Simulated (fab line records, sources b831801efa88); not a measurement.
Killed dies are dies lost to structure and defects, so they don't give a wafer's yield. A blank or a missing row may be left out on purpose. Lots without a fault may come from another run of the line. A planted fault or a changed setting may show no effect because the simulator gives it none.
Chamber matching | flow sky130 | SKY_FIELD_ISO_CVD_24 on hdpcvd-01: 3 sister chambers
The step deposits SiO2, target thk 595 nm, time 99.2 s. 6 wafers are shown with their chamber, then 7 later ones without.

WAFERS WITH THEIR CHAMBER
wafer  | chamber | run_length_s (s) | susceptor_temp_C (C)
L308.2 | 2       | 128.6            | 649.70
L310.1 | 0       | 126.5            | 649.96
L310.2 | 1       | 126.0            | 650.06
L310.3 | 2       | 128.4            | 650.43
L315.1 | 0       | 126.8            | 649.93
L315.2 | 1       | 126.2            | 649.41

WAFERS WITHOUT THEIR CHAMBER
wafer  | run_length_s (s) | susceptor_temp_C (C)
L315.3 | 127.9            | 650.13
L317.2 | 126.2            | 650.55
L317.4 | 126.3            | 649.63
L317.6 | 126.0            | 650.10
L318.1 | 126.3            | 650.35
L318.2 | 128.1            | 649.55
L318.5 | 126.5            | 649.68

WHICH CHAMBER EACH WENT THROUGH
wafer  | from the rows above     | in truth
L315.3 | 2                       | 2
L317.2 | can't be placed: 1 or 0 | 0
L317.4 | can't be placed: 1 or 0 | 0
L317.6 | 1                       | 1
L318.1 | can't be placed: 1 or 0 | 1
L318.2 | 2                       | 2
L318.5 | can't be placed: 0 or 1 | 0
Placed correctly: 3 of 7. Can't be placed from these rows: 4 (the true chamber is among the candidates in 4). Placed wrongly: 0.
How it was worked out, from the rows above alone: a wafer's distance from a chamber is the root of the sum, over the readings, of the square of ((its reading less the chamber's mean) divided by the reading's scatter). The wafer belongs to the nearest chamber; if the next one is less than 2 further off, it can't be placed. A chamber's mean is the mean of its shown wafers. The scatter: the root of (the sum of the squares of (reading less its chamber's mean) over the shown wafers, divided by (wafers less chambers)).
